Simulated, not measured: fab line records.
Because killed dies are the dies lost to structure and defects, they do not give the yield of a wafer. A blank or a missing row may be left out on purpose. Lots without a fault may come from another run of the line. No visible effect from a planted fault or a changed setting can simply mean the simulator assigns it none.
A struck lot beside a sound one    flow gf180mcu    27 out of 602 route steps
Sound: wafers L718.1, L718.2, L718.4. Wafers L708.1, L708.4, L708.5 were the ones struck. The cause is given at the end.
For every step that has rows: the tool of each side, followed by ch and its chambers, followed by its first start. Under that, the readings that differ: sound wafers    struck wafers    difference of the means    sigmas: that difference in standard deviations of wafers without a fault.
alike: a reading whose means differ by less than 2 such deviations, as well as words and numbers matching on both sides. not compared: withheld readings; readings where some wafer has no value; bounds like >300 that might hide an equal value; numbers whose values overlap and for which the record gives no deviation.
Wherever a step has rows on one side only, a row that says differs or no value, or a row with sigmas, the two part there. Numbers that don't overlap but have no deviation are shown without sigmas and don't part them. A reading missing from all wafers of one side parts the sides only when that side holds two or more wafers.

GF_NWELL_STRIP_10: strips in O2/N2.
  sound on plasmaAsher-04 ch 0,1, day 7 19:52; struck on plasmaAsher-03 ch 0,1, day 5 09:46
reading           sound        struck       difference  sigmas
heaterPowerW (W)  316 294 303  335 348 358  +43         +2
  alike: drypumpMotorCurrentA, n2FlowSccm, o2FlowSccm, oesProductAu, stripTimeToEndpointS
  not compared: rfHoursCounterH
GF_NWELL_TW_MEAS_11:
  sound: filmMetro-03 at day 7 20:03; struck: filmMetro-04 at day 5 09:52
  alike: NWELL_TW
then, 7 steps without rows for these wafers: GF_LVPWELL_DEHYDRATE_00 (time 60 s); GF_LVPWELL_HMDS_01 (prime time 60 s); GF_LVPWELL_COAT_02 (resist thk 3000 nm); GF_LVPWELL_SOFTBAKE_03; GF_LVPWELL_EXPOSE_04 (exposes mask LVPWELL, target cd 600 nm); GF_LVPWELL_PEB_05; GF_LVPWELL_DEVELOP_06 (develop time 60 s).
GF_LVPWELL_OVL_MEAS_07:
  sound: overlay-02 at day 8 12:00; struck: overlay-01 at day 5 23:42
  alike: LVPWELL_OVL
then, 2 steps without rows for these wafers: GF_LVPWELL_IMPLANT_08; GF_LVPWELL_IMPLANT_09.
GF_LVPWELL_STRIP_10: strips in O2/N2.
  sound on plasmaAsher-02 ch 0,1, day 8 12:20; struck on plasmaAsher-02 ch 0,1, day 6 00:02
reading                                   sound              struck             difference                     sigmas
oesProductAu (a.u.)                       0.720 0.723 0.735  0.967 0.970 0.965  +0.241                         +51
stripTimeToEndpointS (s)                  36.77 36.82 36.89  - - -              no value on the struck wafers  
model.coat_of_LVPWELL_COAT_02.thkNm (nm)  0 0 0              578.1 579.7 580.7  +579.5                         
  alike: drypumpMotorCurrentA, heaterPowerW, n2FlowSccm, o2FlowSccm
  not compared: rfHoursCounterH
GF_LVPWELL_TW_MEAS_11:
  sound: filmMetro-01 at day 8 12:26; struck: filmMetro-04 at day 6 00:08
  alike: LVPWELL_TW
then, 7 steps without rows for these wafers: GF_MVSD_DEHYDRATE_00 (time 60 s); GF_MVSD_HMDS_01 (prime time 60 s); GF_MVSD_COAT_02 (resist thk 3000 nm); GF_MVSD_SOFTBAKE_03; GF_MVSD_EXPOSE_04 (exposes mask MVSD, target cd 1000 nm); GF_MVSD_PEB_05; GF_MVSD_DEVELOP_06 (develop time 60 s).
GF_MVSD_OVL_MEAS_07:
  sound: overlay-01 at day 9 04:55; struck: overlay-02 at day 6 14:40
  alike: MVSD_OVL
then, 2 steps without rows for these wafers: GF_MVSD_IMPLANT_08; GF_MVSD_IMPLANT_09.
GF_MVSD_STRIP_10: strips in O2/N2.
  sound on plasmaAsher-01 ch 0,1, day 9 05:17; struck on plasmaAsher-02 ch 0,1, day 6 15:01
reading                   sound              struck             difference  sigmas
heaterPowerW (W)          340 347 339        285 292 282        -56         -2
stripTimeToEndpointS (s)  36.99 36.99 36.94  45.45 45.45 45.65  +8.54       +94
  alike: drypumpMotorCurrentA, n2FlowSccm, o2FlowSccm, oesProductAu
  not compared: rfHoursCounterH
GF_MVSD_TW_MEAS_11:
  sound: filmMetro-03 at day 9 05:23; struck: filmMetro-04 at day 6 15:07
reading  sound           struck          difference  sigmas
MVSD_TW  1605 1594 1610  1480 1480 1482  -122        -6
then, 1 step without rows for these wafers: GF_MVPSD_DEHYDRATE_00 (time 60 s).

WHERE THEY PART
Last at GF_MVSD_TW_MEAS_11 as far as this record goes, first at GF_NWELL_STRIP_10.

WHY: whatever the simulator had introduced
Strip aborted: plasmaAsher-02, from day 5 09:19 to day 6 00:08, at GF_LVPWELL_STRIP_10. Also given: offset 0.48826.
